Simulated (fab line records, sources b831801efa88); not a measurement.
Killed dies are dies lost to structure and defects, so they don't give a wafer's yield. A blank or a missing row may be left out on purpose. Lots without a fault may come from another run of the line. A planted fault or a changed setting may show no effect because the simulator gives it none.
Which tool did it? | flow gf180mcu | 12 lots, 36 wafers sampled, at 7 steps of a route of 602

WHAT THE GAUGES READ, wafer by wafer
GF_MVSD_OVL_MEAS_07.
lot  | measured     | on         | MVSD_OVL (nm)
L923 | day 4 09:27  | overlay-02 | -0.4 -0.3 -2.2
L924 | day 4 15:43  | overlay-01 | 0.7 0.6 0.6
L925 | day 4 21:52  | overlay-02 | -1.2 -0.8 -1.5
L926 | day 5 02:35  | overlay-02 | -1.5 -0.7 0.2
L929 | day 5 21:12  | overlay-01 | -0.5 -0.4 -1.5
L933 | day 6 22:14  | overlay-01 | 1.9 -0.3 0.4
L934 | day 7 02:23  | overlay-01 | -1.7 -2.4 -2.0
L938 | day 8 02:40  | overlay-02 | - - -
L939 | day 8 07:54  | overlay-02 | - - -
L944 | day 9 10:39  | overlay-01 | -0.1 -1.2 -0.3
L945 | day 9 15:32  | overlay-01 | 0.5 0.2 -0.3
L946 | day 10 01:27 | overlay-01 | 0.5 1.4 -1.0

GF_MVPSD_TW_MEAS_11.
lot  | measured     | on            | MVPSD_TW
L923 | day 5 00:12  | film_metro-02 | 550 549 555
L924 | day 5 06:52  | film_metro-04 | 561 559 562
L925 | day 5 13:12  | film_metro-04 | 561 561 561
L926 | day 5 18:13  | film_metro-01 | 551 552 550
L929 | day 6 12:51  | film_metro-02 | 545 546 541
L933 | day 7 14:30  | film_metro-01 | 553 550 555
L934 | day 7 18:56  | film_metro-01 | 550 552 551
L938 | day 8 19:40  | film_metro-04 | 1617 1608 1634
L939 | day 9 00:58  | film_metro-02 | 1578 1588 1580
L944 | day 10 04:19 | film_metro-01 | 552 551 553
L945 | day 10 09:44 | film_metro-01 | 553 553 550
L946 | day 10 20:14 | film_metro-01 | 551 550 554

GF_VT_IMPLANT_TW_MEAS_10.
lot  | measured     | on            | VT_IMPLANT_TW
L923 | day 5 14:36  | film_metro-04 | 569 573 570
L924 | day 5 21:11  | film_metro-04 | 577 574 574
L925 | day 6 04:12  | film_metro-02 | 560 556 558
L926 | day 6 09:10  | film_metro-03 | 565 566 566
L929 | day 7 03:59  | film_metro-03 | 569 566 568
L933 | day 8 05:53  | film_metro-02 | 555 555 557
L934 | day 8 10:14  | film_metro-04 | 571 571 570
L938 | day 9 12:59  | film_metro-04 | 1618 1618 1633
L939 | day 9 18:09  | film_metro-02 | 1581 1579 1579
L944 | day 10 22:17 | film_metro-04 | 567 568 570
L945 | day 11 04:47 | film_metro-02 | 555 555 556
L946 | day 11 15:05 | film_metro-04 | 570 573 573

GF_VT_IMPLANT_OVL_MEAS_40.
lot  | measured     | on         | VT_IMPLANT_03_OVL (nm)
L923 | day 7 11:54  | overlay-02 | -0.1 0.8 1.3
L924 | day 7 19:18  | overlay-01 | 2.5 -0.1 2.6
L925 | day 8 03:12  | overlay-01 | 1.2 1.6 4.3
L926 | day 8 08:37  | overlay-01 | 1.7 2.5 0.3
L929 | day 9 04:27  | overlay-01 | 1.5 0.4 0.7
L933 | day 10 08:58 | overlay-01 | 0.9 1.1 0.3
L934 | day 10 13:57 | overlay-02 | 2.3 1.2 0.5
L938 | day 11 19:12 | overlay-01 | -1.9 2.7 -0.3
L939 | day 12 01:16 | overlay-01 | -0.3 -0.5 0.5
L944 | day 13 07:53 | overlay-01 | 0.4 0.1 1.7
L945 | day 13 14:54 | overlay-01 | 1.1 2.0 2.7
L946 | day 14 03:38 | overlay-01 | 1.7 0.7 -0.3

GF_DUAL_GATE_THK_MEAS_03.
lot  | measured     | on            | DUAL_GATE_OXIDATION_00_THK (nm)
L923 | day 7 14:55  | film_metro-03 | 10.79 10.82 11.12
L924 | day 7 23:05  | film_metro-03 | 10.56 10.57 10.64
L925 | day 8 07:06  | film_metro-01 | 10.92 10.99 10.92
L926 | day 8 11:14  | film_metro-03 | 10.68 10.61 10.63
L929 | day 9 08:07  | film_metro-02 | 10.89 10.89 10.98
L933 | day 10 11:37 | film_metro-02 | 11.25 11.33 11.27
L934 | day 10 16:41 | film_metro-01 | 11.48 11.31 11.44
L938 | day 11 22:58 | film_metro-01 | 10.88 11.14 11.05
L939 | day 12 03:53 | film_metro-03 | 10.97 11.11 11.03
L944 | day 13 12:29 | film_metro-03 | 10.65 10.92 10.59
L945 | day 13 17:30 | film_metro-01 | 11.14 11.22 11.15
L946 | day 14 06:14 | film_metro-02 | 11.21 11.32 11.04

WHICH TOOL RAN EACH LOT (tool, then ch and the chambers of the sampled wafers, then the start)
lot  | GF_MVSD_COAT_02                  | GF_VT_IMPLANT_STRIP_31
L923 | litho_track-03 ch 0, day 4 02:39 | plasma_asher-04 ch 0,1, day 6 20:38
L924 | litho_track-04 ch 0, day 4 08:39 | plasma_asher-03 ch 0,1, day 7 03:32
L925 | litho_track-03 ch 0, day 4 14:24 | plasma_asher-03 ch 0,1, day 7 11:20
L926 | litho_track-03 ch 0, day 4 19:42 | plasma_asher-03 ch 0,1, day 7 16:49
L929 | litho_track-04 ch 0, day 5 13:19 | plasma_asher-04 ch 0,1, day 8 11:23
L933 | litho_track-03 ch 0, day 6 14:06 | plasma_asher-03 ch 0,1, day 9 14:41
L934 | litho_track-02 ch 0, day 6 18:23 | plasma_asher-01 ch 0,1, day 9 19:59
L938 | litho_track-02, day 7 18:44      | plasma_asher-03 ch 0,1, day 11 00:29
L939 | litho_track-04, day 7 23:24      | plasma_asher-03 ch 0,1, day 11 06:22
L944 | litho_track-02 ch 0, day 9 01:55 | plasma_asher-04 ch 0,1, day 12 11:59
L945 | litho_track-03 ch 0, day 9 07:07 | plasma_asher-01 ch 0,1, day 12 19:17
L946 | litho_track-02 ch 0, day 9 16:26 | plasma_asher-04 ch 0,1, day 13 07:44
- GF_MVSD_COAT_02: resist thk 3000 nm.
- GF_VT_IMPLANT_STRIP_31: strips in O2/N2.

WHAT THE TOOLS THEMSELVES READ (means of the sampled wafers that have a number; where no wafer has one, the mark that the record gives instead)
GF_MVSD_COAT_02.
lot  | tool           | chill_plate_temp_C (C) | dispense_pressure_kPa (kPa) | resist_line_temp_C (C) | spin_speed_rpm (rpm)
L923 | litho_track-03 | 22.94                  | 41.3                        | 22.92                  | 2001.0
L924 | litho_track-04 | 23.00                  | 46.7                        | 23.05                  | 1999.1
L925 | litho_track-03 | 22.88                  | 41.3                        | 22.86                  | 2000.0
L926 | litho_track-03 | 23.18                  | 41.3                        | 22.97                  | 1999.7
L929 | litho_track-04 | 22.98                  | 46.7                        | 22.95                  | 2001.4
L933 | litho_track-03 | 23.07                  | 41.2                        | 22.93                  | 2001.2
L934 | litho_track-02 | 23.11                  | 47.2                        | 23.02                  | 2001.2
L938 | litho_track-02 | -                      | -                           | -                      | -
L939 | litho_track-04 | -                      | -                           | -                      | -
L944 | litho_track-02 | 23.02                  | 47.2                        | 22.91                  | 2000.3
L945 | litho_track-03 | 22.99                  | 41.3                        | 23.00                  | 1998.2
L946 | litho_track-02 | 22.96                  | 47.2                        | 23.04                  | 2001.2

GF_VT_IMPLANT_STRIP_31.
lot  | tool            | drypump_motor_current_A (A) | heater_power_w (W) | oes_product_au (a.u.) | strip_time_to_endpoint_s (s)
L923 | plasma_asher-04 | 5.6                         | 348                | 0.712                 | 12.62
L924 | plasma_asher-03 | 5.6                         | 308                | 0.710                 | 12.63
L925 | plasma_asher-03 | 5.6                         | 312                | 0.712                 | 12.66
L926 | plasma_asher-03 | 5.6                         | 309                | 0.716                 | 12.57
L929 | plasma_asher-04 | 5.5                         | 343                | 0.716                 | 12.63
L933 | plasma_asher-03 | 5.9                         | 321                | 0.717                 | 12.55
L934 | plasma_asher-01 | 5.4                         | 350                | 0.714                 | 12.62
L938 | plasma_asher-03 | 5.6                         | 310                | 0.718                 | 12.63
L939 | plasma_asher-03 | 5.6                         | 308                | 0.718                 | 12.61
L944 | plasma_asher-04 | 5.6                         | 346                | 0.715                 | 12.62
L945 | plasma_asher-01 | 5.1                         | 340                | 0.718                 | 12.60
L946 | plasma_asher-04 | 5.6                         | 358                | 0.716                 | 12.59

THE ANSWER, worked out from the rows above alone
Rule: what is usual is taken from the lots themselves. Put in order of their means at a reading, lots are off if they are a third of the lots or fewer, leave a main group of 4 or more, and stand apart from it by a gap of 3 or more times the standard deviation of the main group's means; of several such gaps the widest counts. A main group whose means are all the same, to the digits that the tables above print for the reading, isn't used. A lot without any number at a reading at which 4 lots or more have one is off too. The other lots that the step has rows for count as sound. The gauges are gone through in route order, then the tools' own readings, and for those a lot's mean is taken as printed above. The first step at which some lot is off is used, and at that step the reading that is off furthest; a lot without a number counts as furthest.
Off: L938, L939, at GF_MVSD_OVL_MEAS_07 (MVSD_OVL). Without a number there: L938, L939. The main group: mean -0.4 nm, standard deviation 0.82.
A tool fits if, at a process step before that reading, it ran every lot that is off, and no sound lot after the first of them. The gauges at GF_MVSD_OVL_MEAS_07 aren't tried: what is off there is off at GF_MVPSD_TW_MEAS_11 too, on other tools, and a gauge's error can't cause that. None of those tried fits.

WHAT THE SIMULATOR HAD PUT IN
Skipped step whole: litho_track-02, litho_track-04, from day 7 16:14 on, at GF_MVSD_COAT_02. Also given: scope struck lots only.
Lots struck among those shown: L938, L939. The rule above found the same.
